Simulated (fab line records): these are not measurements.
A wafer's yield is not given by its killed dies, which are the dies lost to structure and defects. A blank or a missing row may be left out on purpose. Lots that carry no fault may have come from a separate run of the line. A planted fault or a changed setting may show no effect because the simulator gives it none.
Chamber matching :: flow gf180mcu :: 4 sister chambers for GF_V5_CMP_04 on cmp-01
The step polishes SiO2. 4 wafers are shown with their chamber, then 12 later ones without.

== WAFERS PAIRED WITH THEIR CHAMBERS ==
wafer: L084.2
chamber: 1
motorCurrentA (A): 12.9

wafer: L093.3
chamber: 2
motorCurrentA (A): 11.7

wafer: L094.2
chamber: 0
motorCurrentA (A): 10.7

wafer: L094.6
chamber: 3
motorCurrentA (A): 10.9

== WAFERS WITHOUT THEIR CHAMBER ==
wafer: L095.1
motorCurrentA (A): 11.5

wafer: L095.2
motorCurrentA (A): 10.8

wafer: L095.3
motorCurrentA (A): 10.3

wafer: L096.2
motorCurrentA (A): 9.9

wafer: L096.3
motorCurrentA (A): 11.6

wafer: L096.4
motorCurrentA (A): 11.1

wafer: L096.1
motorCurrentA (A): 13.0

wafer: L096.5
motorCurrentA (A): 10.4

wafer: L096.6
motorCurrentA (A): 10.7

wafer: L097.1
motorCurrentA (A): 11.0

wafer: L097.5
motorCurrentA (A): 11.6

wafer: L097.6
motorCurrentA (A): 11.6

== EACH ONE'S CHAMBER ==
wafer: L095.1
from the rows above: can't be placed: 2 or 3
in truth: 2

wafer: L095.2
from the rows above: can't be placed: 3 or 0
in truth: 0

wafer: L095.3
from the rows above: can't be placed: 0 or 3
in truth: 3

wafer: L096.2
from the rows above: can't be placed: 0 or 3
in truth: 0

wafer: L096.3
from the rows above: 2
in truth: 2

wafer: L096.4
from the rows above: can't be placed: 3 or 0 or 2
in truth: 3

wafer: L096.1
from the rows above: 1
in truth: 1

wafer: L096.5
from the rows above: can't be placed: 0 or 3
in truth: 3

wafer: L096.6
from the rows above: can't be placed: 0 or 3
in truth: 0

wafer: L097.1
from the rows above: can't be placed: 3 or 0
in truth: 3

wafer: L097.5
from the rows above: 2
in truth: 2

wafer: L097.6
from the rows above: 2
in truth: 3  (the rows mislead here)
3 of 12 placed correctly. Can't be placed from these rows: 8 (the true chamber is among the candidates in 8). Wrongly placed: 1.
How it was worked out, from the rows above alone: a wafer's distance from a chamber is the root of the sum, over the readings, of the square of ((its reading less the chamber's mean) divided by the reading's scatter). The wafer belongs to the nearest chamber; if the next one is less than 2 further off, it can't be placed. Each chamber's mean is taken over the wafers shown for it. The scatter (one wafer shown for each chamber): square how far every hidden wafer sits from the nearest shown wafer, average those squares and take the square root.
